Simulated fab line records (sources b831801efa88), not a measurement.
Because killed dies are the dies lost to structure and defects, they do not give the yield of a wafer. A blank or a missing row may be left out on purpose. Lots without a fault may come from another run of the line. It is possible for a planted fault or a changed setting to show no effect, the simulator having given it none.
fab line records	flow sky130
record: lots: 10	wafers: 30	last-day: 50
route steps=708 shown CONTACT@433 METAL1@438 METAL2@485 PAD_OPEN@708
lots that met no fault: taken from a fault-free run of the same line
start-h: start of the lot's first displayed wafer, in hours after the record's first day	wait-h: hours from the lot's prior step to this one	" as in the row above	L1.1+2: several wafers, shown together as one row	- no value, or no start given	* or withheld: withheld	< > ~ a bound
route shown NAME@n: names a module that has steps shown in the file, with the first one's number in the route	usual: mean/standard deviation taken from wafers without a fault	same: alike in all rows	chamber/n: place in a boat	sites: each site's reading	_std_site: standard deviation of those values	_edge_site: the outer-site mean with the inner-site mean subtracted	radius-mm: for every site, how far away it sits from the centre of the wafer	mask NAME#n: copy n	behind: the tool/chamber that last shaped the wafer	hold: the reason the lot was held/the length of the hold in hours/how it ended	device: whichever transistor did not switch (one of n, p or np)	end of line: tests run on the same wafers once the route is complete	step lacking rows: just its recipe	killed: dies lost to structure and defects at the first sort, not the wafer's yield	map: the dies of a wafer, with x for killed, . for not killed, _ for no die there
set.NAME: the setting the step ran with; set.NAME@STEP: the setting that earlier step ran with	model.NAME: the simulator's own value behind a step, which no gauge read
the route's steps for a sample of lots (tables are steps, rows are wafers)
services: from which hour (start-h, from the record's first day; less than 0 if before it) a tool's chamber was out of use, for how many hours, and why
== steps ==
step: SKY_CONTACT_CMP_27
recipe: stop-on: SiO2	t-overpolish-s: 15	down-force-psi: 3.5	platen-rpm: 60	target-thk-nm: 0	pad-velocity-m-s: 0.94248
usual: motor-current-A: 11.1/0.79	overpolish-run-s: 15.000/0.009	slurry-filter-dp-kPa: 13.48/0.14	time-to-endpoint-s: 81.7/2.6
lot.wafer	tool	chamber	start-h	wait-h	motor-current-A	overpolish-run-s	slurry-filter-dp-kPa	time-to-endpoint-s
L906.4	cmp-01	3	756.17	0.0	10.6	14.996	13.34	80.5
L906.1	"	0	"	"	10.5	14.992	13.50	81.9
L906.5	"	0	"	"	10.4	14.991	13.75	80.5
L907.2	cmp-01	0	759.97	0.1	10.5	15.004	13.62	82.0
L907.5	"	2	"	"	9.7	15.005	13.54	83.4
L907.6	"	3	"	"	11.4	15.004	13.49	84.4
L911.1	cmp-02	1	795.03	0.1	10.5	15.001	13.24	82.4
L911.3	"	3	"	"	10.5	15.008	13.38	80.4
L911.5	"	2	"	"	12.1	14.994	13.38	81.5
L913.2	cmp-02	3	804.87	0.0	10.4	15.006	13.39	83.6
L913.1	"	2	"	"	11.8	14.995	13.46	84.4
L913.6	"	0	"	"	11.0	15.001	13.32	82.0
L916.4	cmp-02	1	824.17	0.0	10.6	14.994	13.45	85.6
L916.3	"	3	"	"	10.2	15.001	13.42	84.1
L916.6	"	1	"	"	10.8	15.001	13.55	83.4
L918.1	cmp-01	3	845.71	0.1	11.1	15.003	13.19	75.3
L918.5	"	3	"	"	10.5	14.983	13.33	76.4
L918.6	"	0	"	"	10.6	14.995	13.62	79.6
L923.2	cmp-02	1	889.65	0.1	10.9	14.994	13.38	83.8
L923.1	"	2	"	"	11.6	14.985	13.45	83.4
L923.6	"	1	"	"	10.4	15.002	13.50	81.1
L924.1	cmp-02	1	904.13	0.1	11.1	14.997	13.61	83.0
L924.4	"	0	"	"	10.9	14.993	13.48	82.8
L924.6	"	2	"	"	12.3	15.004	13.51	85.9
L926.3	cmp-02	0	907.20	0.1	10.7	15.001	13.61	84.3
L926.6	"	2	"	"	12.2	15.000	13.35	83.7
L926.5	"	3	"	"	10.7	15.021	13.48	83.9
L925.2	cmp-02	2	908.81	0.1	12.2	14.999	13.76	81.7
L925.5	"	0	"	"	11.1	14.989	13.36	81.9
L925.6	"	1	"	"	10.5	14.993	13.53	84.1
step: SKY_METAL1_SPUTTER_04
recipe: material: TiN	target-thk-nm: 70	power-w: 6500	time-s: 58.3	chamber-pressure-pa: 0.4
usual: throttle-valve-pct: 30.0/1.1
lot.wafer	tool	chamber	start-h	wait-h	throttle-valve-pct
L906.1	pvd-sputter-03	-	756.56	0.0	30.4
L906.4	"	-	"	"	30.9
L906.5	"	-	"	"	31.1
L907.2	pvd-sputter-02	-	760.26	0.0	28.9
L907.5	"	-	"	"	29.3
L907.6	"	-	"	"	31.8
L911.1	pvd-sputter-02	-	795.42	0.0	29.1
L911.3	"	-	"	"	31.6
L911.5	"	-	"	"	29.3
L913.1	pvd-sputter-03	-	805.26	0.0	28.6
L913.2	"	-	"	"	29.6
L913.6	"	-	"	"	29.4
L916.3	pvd-sputter-04	-	824.56	0.0	31.1
L916.4	"	-	"	"	30.7
L916.6	"	-	"	"	31.1
L918.1	pvd-sputter-03	-	846.10	0.0	31.0
L918.5	"	-	"	"	29.5
L918.6	"	-	"	"	28.7
L923.1	pvd-sputter-03	-	889.99	0.0	29.5
L923.2	"	-	"	"	31.1
L923.6	"	-	"	"	31.5
L924.1	pvd-sputter-02	-	904.52	0.0	29.3
L924.4	"	-	"	"	31.8
L924.6	"	-	"	"	29.1
L926.3	pvd-sputter-02	-	907.49	0.0	31.8
L926.5	"	-	"	"	28.8
L926.6	"	-	"	"	29.1
L925.2	pvd-sputter-04	-	909.10	0.0	29.2
L925.5	"	-	"	"	30.7
L925.6	"	-	"	"	31.2
step: SKY_METAL1_DESCUM_17
recipe: chemistry: O2	source-power-w: 150	bias-power-w: 0	pressure-mtorr: 10	temp-c: 40	time-s: 8
usual: drypump-motor-current-A: 5.62/0.18	oes-product-au: 1.000/0.0066
lot.wafer	tool	chamber	start-h	wait-h	drypump-motor-current-A	oes-product-au	rf-hours-counter-h
L906.1	rie-metal-02	0	783.04	0.0	5.77	1.003	12
L906.4	"	0	"	"	5.79	0.997	-
L906.5	"	1	"	"	5.68	0.999	-
L907.2	rie-metal-02	1	786.79	0.0	5.62	0.988	4
L907.5	"	1	"	"	5.64	1.000	-
L907.6	"	0	"	"	5.78	1.001	-
L911.1	rie-metal-02	0	821.69	0.0	5.77	0.996	13
L911.3	"	1	"	"	5.65	1.003	-
L911.5	"	0	"	"	5.77	1.001	-
L913.1	rie-metal-04	1	831.84	0.0	5.50	0.991	15
L913.2	"	1	"	"	5.51	0.999	-
L913.6	"	1	"	"	5.49	0.993	-
L916.3	rie-metal-02	1	850.95	0.0	5.64	1.001	-
L916.4	"	0	"	"	5.77	1.009	-
L916.6	"	0	"	"	5.80	1.001	-
L918.1	rie-metal-01	0	872.59	0.0	5.20	0.997	10
L918.5	"	1	"	"	5.78	0.992	-
L918.6	"	0	"	"	5.19	0.997	-
L923.1	rie-metal-01	1	914.79	0.0	5.78	1.005	9
L923.2	"	0	"	"	5.19	1.010	12
L923.6	"	0	"	"	5.19	0.997	-
L924.1	rie-metal-04	0	929.39	0.0	5.62	0.997	16
L924.4	"	0	"	"	5.64	1.003	-
L924.6	"	0	"	"	5.62	1.004	-
L926.3	rie-metal-01	1	932.19	0.0	5.79	1.008	-
L926.5	"	1	"	"	5.80	1.007	-
L926.6	"	0	"	"	5.20	1.004	-
L925.2	rie-metal-02	0	934.09	0.0	5.78	1.005	18
L925.5	"	1	"	"	5.66	1.002	-
L925.6	"	0	"	"	5.76	1.009	-
step: SKY_METAL2_SPUTTER_02
recipe: material: AlCu	target-thk-nm: 250	power-w: 10600	time-s: 13.3	chamber-pressure-pa: 0.4
usual: throttle-valve-pct: 30.0/1.1
lot.wafer	tool	chamber	start-h	wait-h	throttle-valve-pct
L906.1	pvd-sputter-02	-	812.02	0.0	29.0
L906.4	"	-	"	"	31.7
L906.5	"	-	"	"	29.4
L907.2	pvd-sputter-01	-	816.30	0.0	28.9
L907.5	"	-	"	"	29.1
L907.6	"	-	"	"	31.2
L911.1	pvd-sputter-01	-	850.14	0.0	29.3
L911.3	"	-	"	"	31.2
L911.5	"	-	"	"	31.2
L913.1	pvd-sputter-03	-	860.28	0.0	30.8
L913.2	"	-	"	"	31.2
L913.6	"	-	"	"	30.8
L916.3	pvd-sputter-01	-	879.50	0.0	29.1
L916.4	"	-	"	"	31.3
L916.6	"	-	"	"	31.1
L918.1	pvd-sputter-01	-	901.07	0.0	31.2
L918.5	"	-	"	"	29.1
L918.6	"	-	"	"	29.1
L923.1	pvd-sputter-03	-	941.76	0.0	30.8
L923.2	"	-	"	"	29.8
L923.6	"	-	"	"	30.9
L924.1	pvd-sputter-03	-	956.49	0.0	29.3
L924.4	"	-	"	"	31.0
L924.6	"	-	"	"	29.1
L926.3	pvd-sputter-03	-	959.62	0.0	31.2
L926.5	"	-	"	"	31.0
L926.6	"	-	"	"	31.1
L925.2	pvd-sputter-03	-	960.91	0.0	29.2
L925.5	"	-	"	"	29.0
L925.6	"	-	"	"	31.3
step: SKY_METAL2_RS_MEAS_05
recipe: thk-meas-gauge: four-point-probe	reads: TiN_of_METAL2_SPUTTER_04+Ti_of_METAL2_SPUTTER_03+AlCu_of_METAL2_SPUTTER_02+TiN_of_METAL2_SPUTTER_01+Ti_of_METAL2_SPUTTER_00
usual: METAL2_ALCU_RS: 0.1263/0.0011
lot.wafer	tool	chamber	start-h	wait-h	METAL2_ALCU_RS[ohm/sq]
L906.1	film-metro-03	-	812.12	0.0	0.1261
L906.4	"	-	"	"	0.1270
L906.5	"	-	"	"	0.1263
L907.2	film-metro-01	-	816.42	0.0	0.1277
L907.5	"	-	"	"	0.1269
L907.6	"	-	"	"	0.1265
L911.1	film-metro-02	-	850.23	0.0	0.1278
L911.3	"	-	"	"	0.1258
L911.5	"	-	"	"	0.1261
L913.1	film-metro-01	-	860.38	0.0	0.1258
L913.2	"	-	"	"	0.1262
L913.6	"	-	"	"	0.1268
L916.3	film-metro-02	-	879.63	0.1	0.1287
L916.4	"	-	"	"	0.1281
L916.6	"	-	"	"	0.2568
L918.1	film-metro-02	-	901.16	0.0	0.1272
L918.5	"	-	"	"	0.1248
L918.6	"	-	"	"	0.2553
L923.1	film-metro-01	-	941.85	0.0	0.1266
L923.2	"	-	"	"	0.1270
L923.6	"	-	"	"	0.1274
L924.1	film-metro-01	-	956.58	0.0	0.1284
L924.4	"	-	"	"	0.1263
L924.6	"	-	"	"	0.1265
L926.3	film-metro-02	-	959.75	0.1	0.1266
L926.5	"	-	"	"	0.1270
L926.6	"	-	"	"	0.1253
L925.2	film-metro-02	-	961.02	0.0	0.1282
L925.5	"	-	"	"	0.1290
L925.6	"	-	"	"	0.1263
step: SKY_METAL2_THK_MEAS_06
recipe: thk-meas-gauge: xrf	reads: AlCu_of_METAL2_SPUTTER_02
usual: METAL2_ALCU_THK: 251/3.2
lot.wafer	tool	chamber	start-h	wait-h	METAL2_ALCU_THK[nm]
L906.1	film-metro-03	-	812.24	0.1	248
L906.4	"	-	"	"	246
L906.5	"	-	"	"	249
L907.2	film-metro-01	-	816.53	0.1	247
L907.5	"	-	"	"	248
L907.6	"	-	"	"	250
L911.1	film-metro-02	-	850.35	0.1	248
L911.3	"	-	"	"	253
L911.5	"	-	"	"	253
L913.1	film-metro-01	-	860.50	0.1	253
L913.2	"	-	"	"	252
L913.6	"	-	"	"	249
L916.3	film-metro-02	-	879.73	0.1	248
L916.4	"	-	"	"	251
L916.6	"	-	"	"	128
L918.1	film-metro-02	-	901.28	0.1	253
L918.5	"	-	"	"	257
L918.6	"	-	"	"	129
L923.1	film-metro-01	-	941.97	0.1	248
L923.2	"	-	"	"	247
L923.6	"	-	"	"	250
L924.1	film-metro-01	-	956.70	0.1	247
L924.4	"	-	"	"	249
L924.6	"	-	"	"	250
L926.3	film-metro-02	-	959.85	0.1	253
L926.5	"	-	"	"	253
L926.6	"	-	"	"	257
L925.2	film-metro-02	-	961.13	0.1	248
L925.5	"	-	"	"	247
L925.6	"	-	"	"	253
step: SKY_METAL2_METAL_ETCH_19
recipe: target-depth-a: 3600	stop-on: SiO2	over-etch-frac: 0.3	time-s: 78	chemistry: Cl2/BCl3	resist-sidewall-deg: 88	pressure-mtorr: 10	icp-w: 900	bias-w: 48.5	Cl2_flow_sccm: 60	bcl3-flow-sccm: 30
usual: drypump-motor-current-A: 5.65/0.084	oes-product-au: 0.856/0.0052	throttle-valve-pct: 22.265/0.0095
lot.wafer	tool	chamber	start-h	wait-h	drypump-motor-current-A	oes-product-au	rf-hours-counter-h	throttle-valve-pct
L906.1	rie-metal-03	0	837.93	0.0	5.61	0.862	10	22.258
L906.4	"	1	"	"	5.75	0.852	-	22.275
L906.5	"	1	"	"	5.73	0.858	-	22.270
L907.2	rie-metal-04	1	842.16	0.1	5.49	0.848	-	22.267
L907.5	"	1	"	"	5.48	0.848	-	22.266
L907.6	"	1	"	"	5.50	0.863	-	22.264
L911.1	rie-metal-03	0	875.98	0.0	5.65	0.857	11	22.252
L911.3	"	0	"	"	5.67	0.854	-	22.253
L911.5	"	0	"	"	5.66	0.847	-	22.262
L913.1	rie-metal-04	0	886.38	0.0	5.63	0.859	13	22.273
L913.2	"	1	"	"	5.50	0.858	18	22.273
L913.6	"	0	"	"	5.65	0.858	-	22.259
L916.3	rie-metal-02	0	905.47	0.1	5.80	0.852	-	22.258
L916.4	"	1	"	"	5.66	0.849	-	22.261
L916.6	"	1	"	"	5.67	0.715	-	22.259
L918.1	rie-metal-03	0	925.88	0.0	5.64	0.847	14	22.257
L918.5	"	1	"	"	5.70	0.853	-	22.281
L918.6	"	0	"	"	5.63	0.725	-	22.273
L923.1	rie-metal-04	0	966.08	0.0	5.64	0.854	18	22.251
L923.2	"	1	"	"	5.51	0.853	2	22.261
L923.6	"	1	"	"	5.50	0.857	-	22.269
L924.1	rie-metal-02	1	982.38	0.1	5.66	0.843	11	22.253
L924.4	"	1	"	"	5.63	0.852	-	22.290
L924.6	"	1	"	"	5.64	0.851	-	22.258
L926.3	rie-metal-03	0	983.36	0.1	5.64	0.866	-	22.276
L926.5	"	1	"	"	5.74	0.851	-	22.261
L926.6	"	0	"	"	5.62	0.856	-	22.270
L925.2	rie-metal-04	0	984.48	0.0	5.64	0.856	20	22.276
L925.5	"	0	"	"	5.62	0.851	-	22.258
L925.6	"	1	"	"	5.48	0.853	-	22.269
step: SKY_PAD_OPEN_PROBE_99
usual: defect-limited-yield: 82.5/1.9	killed_at_M0_to_M3: 44/7.2	killed_at_M4_up: 3.1/1.7	killed-at-contacts: 25/5.1	killed-at-front-end: 14/4.6	killed-at-other: 0.3/0.59	killed-dies: 86/9.6	killed-open: 47/7.4	killed-short: 39/6	sort_bin_3_pad_short: 0.8/0.4	sort_bin_5_function: 10.4/1.5	sort_bin_6_memory: 6.2/1.1	sort-n-pass: 406/9.6	sort-yield-pct: 82.5/1.9
same: gross-dies: 492	killed-at-back-side: 0	sort_bin_4_leakage[%]: 0	sort_bin_8_speed[%]: 0
lot.wafer	tool	chamber	start-h	wait-h	defect-limited-yield[%]	killed_at_M0_to_M3	killed_at_M4_up	killed-at-contacts	killed-at-front-end	killed-at-other	killed-dies	killed-open	killed-short	sort_bin_3_pad_short[%]	sort_bin_5_function[%]	sort_bin_6_memory[%]	sort-n-pass	sort-yield-pct[%]
L906.1	prober-01	-	1087.21	0.1	84.1	39	5	18	15	1	78	42	36	1.2	9.3	5.3	414	84.1
L906.4	prober-01	-	1087.36	0.2	83.1	37	4	28	13	1	83	47	36	0.2	9.8	6.9	409	83.1
L906.5	prober-01	-	1087.41	0.2	82.3	49	1	18	19	0	87	53	34	0.2	10.0	7.5	405	82.3
L907.2	prober-01	-	1089.65	0.1	85.8	33	5	20	11	1	70	40	30	1.0	8.7	4.5	422	85.8
L907.5	prober-01	-	1089.80	0.2	85.8	32	3	28	5	2	70	38	32	0.6	8.7	4.9	422	85.8
L907.6	prober-01	-	1089.85	0.2	84.6	41	5	21	9	0	76	42	34	1.0	8.5	5.9	416	84.6
L911.1	prober-02	-	1117.95	0.1	85.6	45	2	18	6	0	71	41	30	0.8	7.9	5.7	421	85.6
L911.3	prober-02	-	1118.05	0.2	82.7	48	3	19	15	0	85	48	37	0.2	10.6	6.5	407	82.7
L911.5	prober-02	-	1118.15	0.2	78.9	50	2	34	17	1	104	59	45	0.6	11.8	8.7	388	78.9
L913.1	prober-02	-	1125.80	0.1	82.1	44	2	32	8	2	88	48	40	0.8	10.6	6.5	404	82.1
L913.2	prober-02	-	1125.85	0.1	81.1	53	5	22	13	0	93	47	46	1.2	11.6	6.1	399	81.1
L913.6	prober-02	-	1126.05	0.2	80.5	46	1	24	25	0	96	52	44	0.6	13.4	5.5	396	80.5
L916.3	prober-01	-	1140.27	0.2	85.0	37	3	15	19	0	74	33	41	1.2	9.3	4.5	418	85.0
L916.4	prober-01	-	1140.32	0.2	82.5	44	1	31	10	0	86	45	41	0.8	10.0	6.7	406	82.5
L916.6	prober-01	-	1140.42	0.2	81.1	50	3	23	16	1	93	54	39	0.4	11.6	6.9	399	81.1
L918.1	prober-01	-	1157.48	0.1	82.5	44	0	25	17	0	86	56	30	0.2	11.4	5.9	406	82.5
L918.5	prober-01	-	1157.68	0.2	82.9	39	2	25	18	0	84	51	33	0.8	10.2	6.1	408	82.9
L918.6	prober-01	-	1157.73	0.2	82.9	52	1	20	11	0	84	45	39	0.8	10.2	6.1	408	82.9
L923.1	prober-02	-	1183.00	0.1	82.3	39	4	23	21	0	87	49	38	1.4	10.4	5.9	405	82.3
L923.2	prober-02	-	1183.05	0.1	79.3	42	4	31	24	1	102	63	39	0.8	13.2	6.7	390	79.3
L923.6	prober-02	-	1183.25	0.2	81.5	43	6	26	16	0	91	56	35	1.6	8.9	7.9	401	81.5
L924.1	prober-01	-	1194.15	0.1	79.9	47	4	30	17	1	99	49	50	0	12.6	7.5	393	79.9
L924.4	prober-01	-	1194.30	0.2	82.1	37	4	26	21	0	88	37	51	1.4	10.0	6.5	404	82.1
L924.6	prober-01	-	1194.40	0.2	80.5	56	2	18	20	0	96	59	37	0.4	12.8	6.3	396	80.5
L926.3	prober-02	-	1195.55	0.2	81.1	48	0	23	21	1	93	49	44	0.6	11.6	6.7	399	81.1
L926.5	prober-02	-	1195.65	0.2	82.1	40	3	32	13	0	88	52	36	0.4	10.8	6.7	404	82.1
L926.6	prober-02	-	1195.70	0.2	85.8	39	0	25	6	0	70	38	32	1.0	8.7	4.5	422	85.8
L925.2	prober-01	-	1196.01	0.1	85.0	38	3	21	12	0	74	42	32	0.6	8.7	5.7	418	85.0
L925.5	prober-01	-	1196.16	0.2	84.3	44	2	24	7	0	77	45	32	0.6	9.6	5.5	415	84.3
L925.6	prober-01	-	1196.21	0.2	83.9	38	5	22	14	0	79	44	35	0	9.6	6.5	413	83.9
killed by level:class
L906.1 CONTACT:geometric-particle:open=10 METAL1:geometric-particle:short=6 VIA1:geometric-particle:open=6 VIA3:geometric-particle:open=5 FIELD_ISO:geometric-particle:short=4 POLY_GATE:geometric-particle:short=4 LI_CONTACT:geometric-particle:open=4 METAL3:geometric-particle:short=4
L906.4 CONTACT:geometric-particle:open=10 LI_CONTACT:geometric-particle:open=9 VIA3:geometric-particle:open=9 CONTACT:geometric-particle:short=7 VIA1:geometric-particle:short=6 VIA1:geometric-particle:open=6 FIELD_ISO:geometric-particle:open=4 VIA2:geometric-particle:short=4
L906.5 VIA1:geometric-particle:open=14 LI_CONTACT:geometric-particle:open=10 VIA2:geometric-particle:open=8 FIELD_ISO:geometric-particle:short=6 POLY_GATE:geometric-particle:open=6 METAL1:geometric-particle:short=6 VIA1:geometric-particle:short=5 VIA3:geometric-particle:open=5
L907.2 CONTACT:geometric-particle:open=9 VIA2:geometric-particle:open=8 FIELD_ISO:geometric-particle:open=5 VIA1:geometric-particle:short=5 VIA3:geometric-particle:open=5 METAL4:geometric-particle:short=5 FIELD_ISO:geometric-particle:short=4 LOCAL_INTERCONNECT:geometric-particle:short=4
L907.5 CONTACT:geometric-particle:open=14 VIA1:geometric-particle:open=10 VIA2:geometric-particle:open=6 CONTACT:geometric-particle:short=5 FIELD_ISO:geometric-particle:short=3 LI_CONTACT:geometric-particle:short=3 METAL2:geometric-particle:short=3 VIA2:geometric-particle:short=3
L907.6 VIA3:geometric-particle:open=9 METAL2:geometric-particle:short=8 VIA2:geometric-particle:open=7 LI_CONTACT:geometric-particle:open=5 CONTACT:geometric-particle:open=5 CONTACT:geometric-particle:short=4 VIA1:geometric-particle:open=4 METAL4:geometric-particle:short=4
L911.1 VIA2:geometric-particle:open=10 VIA1:geometric-particle:open=9 LI_CONTACT:geometric-particle:open=8 VIA1:geometric-particle:short=7 METAL2:geometric-particle:short=7 VIA3:geometric-particle:open=6 CONTACT:geometric-particle:open=4 LOCAL_INTERCONNECT:geometric-particle:short=3
L911.3 VIA1:geometric-particle:open=10 VIA1:geometric-particle:short=7 CONTACT:geometric-particle:open=6 VIA2:geometric-particle:open=6 FIELD_ISO:geometric-particle:short=5 FIELD_ISO:geometric-particle:open=5 LI_CONTACT:geometric-particle:open=5 VIA3:geometric-particle:open=5
L911.5 CONTACT:geometric-particle:open=12 LI_CONTACT:geometric-particle:open=8 CONTACT:geometric-particle:short=8 VIA1:geometric-particle:open=8 VIA2:geometric-particle:open=8 VIA3:geometric-particle:open=8 METAL2:geometric-particle:short=7 FIELD_ISO:geometric-particle:open=6
L913.1 CONTACT:geometric-particle:open=13 VIA3:geometric-particle:open=8 METAL1:geometric-particle:short=7 VIA1:geometric-particle:open=6 VIA2:geometric-particle:open=6 LOCAL_INTERCONNECT:geometric-particle:short=5 CONTACT:geometric-particle:short=5 VIA3:geometric-particle:short=5
L913.2 VIA1:geometric-particle:open=14 VIA1:geometric-particle:short=8 METAL2:geometric-particle:short=7 LI_CONTACT:geometric-particle:open=7 POLY_GATE:geometric-particle:open=5 VIA2:geometric-particle:open=5 CONTACT:geometric-particle:open=5 METAL1:geometric-particle:short=5
L913.6 VIA1:geometric-particle:open=10 CONTACT:geometric-particle:short=9 FIELD_ISO:geometric-particle:open=7 METAL1:geometric-particle:short=6 POLY_GATE:geometric-particle:open=5 VIA3:geometric-particle:open=5 CONTACT:geometric-particle:open=5 FIELD_ISO:geometric-particle:short=4
L916.3 VIA1:geometric-particle:open=9 LI_CONTACT:geometric-particle:open=8 FIELD_ISO:geometric-particle:short=7 METAL2:geometric-particle:short=6 METAL1:geometric-particle:short=5 VIA1:geometric-particle:short=5 FIELD_ISO:geometric-particle:open=3 POLY_GATE:geometric-particle:short=3
L916.4 CONTACT:geometric-particle:open=13 VIA1:geometric-particle:open=9 CONTACT:geometric-particle:short=7 METAL1:geometric-particle:short=7 LI_CONTACT:geometric-particle:open=6 VIA2:geometric-particle:open=5 VIA3:geometric-particle:open=5 VIA3:geometric-particle:short=5
L916.6 CONTACT:geometric-particle:open=10 VIA3:geometric-particle:open=10 VIA1:geometric-particle:open=9 VIA2:geometric-particle:open=8 VIA2:geometric-particle:short=6 FIELD_ISO:geometric-particle:short=5 METAL1:geometric-particle:short=5 LI_CONTACT:geometric-particle:short=4
L918.1 LI_CONTACT:geometric-particle:open=10 CONTACT:geometric-particle:open=9 VIA1:geometric-particle:open=9 VIA2:geometric-particle:open=9 METAL1:geometric-particle:short=6 FIELD_ISO:geometric-particle:open=4 VIA1:geometric-particle:short=4 POLY_GATE:geometric-particle:short=3
L918.5 VIA1:geometric-particle:open=11 LI_CONTACT:geometric-particle:open=9 CONTACT:geometric-particle:open=9 VIA1:geometric-particle:short=6 VIA3:geometric-particle:open=6 FIELD_ISO:geometric-particle:short=4 POLY_GATE:geometric-particle:short=4 POLY_GATE:geometric-particle:open=4
L918.6 VIA1:geometric-particle:open=14 VIA2:geometric-particle:open=9 VIA1:geometric-particle:short=9 LOCAL_INTERCONNECT:geometric-particle:short=6 METAL1:geometric-particle:short=6 LI_CONTACT:geometric-particle:open=5 FIELD_ISO:geometric-particle:open=4 VIA3:geometric-particle:open=4
L923.1 VIA1:geometric-particle:open=11 CONTACT:geometric-particle:open=7 FIELD_ISO:geometric-particle:open=6 VIA3:geometric-particle:open=6 LI_CONTACT:geometric-particle:open=5 METAL2:geometric-particle:short=5 METAL1:geometric-particle:short=4 POLY_GATE:geometric-particle:short=4
L923.2 VIA1:geometric-particle:open=10 FIELD_ISO:geometric-particle:open=9 CONTACT:geometric-particle:open=9 LI_CONTACT:geometric-particle:open=7 POLY_GATE:geometric-particle:open=6 LOCAL_INTERCONNECT:geometric-particle:short=6 METAL2:geometric-particle:short=6 CONTACT:geometric-particle:short=6
L923.6 VIA1:geometric-particle:open=13 CONTACT:geometric-particle:open=12 VIA2:geometric-particle:open=7 LI_CONTACT:geometric-particle:open=6 METAL2:geometric-particle:short=5 CONTACT:geometric-particle:short=4 VIA3:geometric-particle:open=4 METAL4:geometric-particle:short=4
L924.1 VIA1:geometric-particle:open=15 VIA3:geometric-particle:open=8 LOCAL_INTERCONNECT:geometric-particle:short=8 CONTACT:geometric-particle:short=7 POLY_GATE:geometric-particle:open=6 METAL2:geometric-particle:short=6 LI_CONTACT:geometric-particle:short=5 LI_CONTACT:geometric-particle:open=5
L924.4 CONTACT:geometric-particle:open=12 FIELD_ISO:geometric-particle:short=6 CONTACT:geometric-particle:short=6 METAL2:geometric-particle:short=6 METAL1:geometric-particle:short=6 VIA3:geometric-particle:open=6 FIELD_ISO:geometric-particle:open=5 POLY_GATE:geometric-particle:short=5
L924.6 VIA3:geometric-particle:open=11 VIA1:geometric-particle:open=10 CONTACT:geometric-particle:open=8 METAL1:geometric-particle:short=8 VIA2:geometric-particle:open=8 FIELD_ISO:geometric-particle:open=5 LI_CONTACT:geometric-particle:open=5 VIA3:geometric-particle:short=5
L926.3 VIA1:geometric-particle:open=8 LI_CONTACT:geometric-particle:open=8 METAL1:geometric-particle:short=8 FIELD_ISO:geometric-particle:short=6 CONTACT:geometric-particle:open=6 VIA3:geometric-particle:open=6 VIA2:geometric-particle:open=6 LOCAL_INTERCONNECT:geometric-particle:short=5
L926.5 LI_CONTACT:geometric-particle:open=12 VIA1:geometric-particle:open=10 VIA2:geometric-particle:open=10 CONTACT:geometric-particle:open=9 POLY_GATE:geometric-particle:short=7 METAL1:geometric-particle:short=6 CONTACT:geometric-particle:short=5 LOCAL_INTERCONNECT:geometric-particle:short=4
L926.6 CONTACT:geometric-particle:open=10 METAL1:geometric-particle:short=9 VIA1:geometric-particle:open=7 VIA2:geometric-particle:open=6 METAL2:geometric-particle:short=5 LI_CONTACT:geometric-particle:open=4 LOCAL_INTERCONNECT:geometric-particle:short=4 LI_CONTACT:geometric-particle:short=3
L925.2 VIA2:geometric-particle:open=9 VIA1:geometric-particle:open=7 LI_CONTACT:geometric-particle:open=6 CONTACT:geometric-particle:open=6 METAL1:geometric-particle:short=5 VIA3:geometric-particle:open=5 LI_CONTACT:geometric-particle:short=4 CONTACT:geometric-particle:short=4
L925.5 VIA1:geometric-particle:open=11 LI_CONTACT:geometric-particle:open=9 CONTACT:geometric-particle:open=8 VIA2:geometric-particle:open=8 METAL1:geometric-particle:short=5 VIA1:geometric-particle:short=5 LI_CONTACT:geometric-particle:short=4 VIA3:geometric-particle:open=4
L925.6 VIA1:geometric-particle:open=12 CONTACT:geometric-particle:open=9 VIA2:geometric-particle:open=8 POLY_GATE:geometric-particle:short=6 VIA1:geometric-particle:short=5 POLY_GATE:geometric-particle:open=4 LI_CONTACT:geometric-particle:short=4 LI_CONTACT:geometric-particle:open=4
== services ==
tool	chamber	start-h	hours	kind
cmp-02	-	749.41	0.6	repair
cmp-02	-	755.30	1.5	repair
rie-metal-04	-	756.29	1.4	pm
cmp-02	-	779.36	0.4	repair
rie-metal-03	1	807.25	12.8	repair
cmp-02	-	815.39	3.4	repair
pvd-sputter-01	-	827.98	10.1	repair
rie-metal-04	0	830.44	20.5	repair
cmp-02	-	830.64	2.1	repair
pvd-sputter-01	-	850.88	5.4	repair
cmp-02	-	852.74	4.4	repair
pvd-sputter-03	-	862.52	24.1	repair
rie-metal-04	1	886.57	9.0	repair
rie-metal-03	-	886.91	5.7	repair
pvd-sputter-02	-	911.20	1.0	repair
cmp-02	-	912.04	4.0	pm
rie-metal-03	1	926.56	4.8	repair
pvd-sputter-03	-	937.20	3.6	repair
cmp-02	-	948.74	3.8	repair
rie-metal-02	-	950.38	5.2	repair
rie-metal-04	0	953.71	1.1	repair
pvd-sputter-01	-	969.70	1.8	repair
pvd-sputter-01	-	974.84	60.0	repair
rie-metal-02	0	978.26	2.7	repair
== key ==
first-sign: step: SKY_METAL2_RS_MEAS_05	reading: METAL2_ALCU_RS	direction: up	sigmas: 99+	usual: 0.1263	struck: 0.2560
effect: step: SKY_METAL2_THK_MEAS_06	reading: METAL2_ALCU_THK	direction: down	sigmas: 38	usual: 251	struck: 129
effect: step: SKY_METAL2_METAL_ETCH_19	reading: oes-product-au	direction: down	sigmas: 26	usual: 0.856	struck: 0.720
met-at SKY_METAL2_SPUTTER_02
struck-lots L916,L918
struck-wafers L916.6,L918.6
not-acting-at SKY_CONTACT_CMP_27,SKY_METAL1_SPUTTER_04,SKY_METAL1_DESCUM_17
onset-between 850.14 879.50
fault: kind: process-parameter-drift	tool: pvd-sputter-01	chamber: -	onset-h: 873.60	steps: SKY_METAL2_SPUTTER_02	channel: target-thk-nm	offset: -121.36	shape: step	end-h: 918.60	scope: struck-wafers-only	acts-in: these-recipes-only	stated: 250
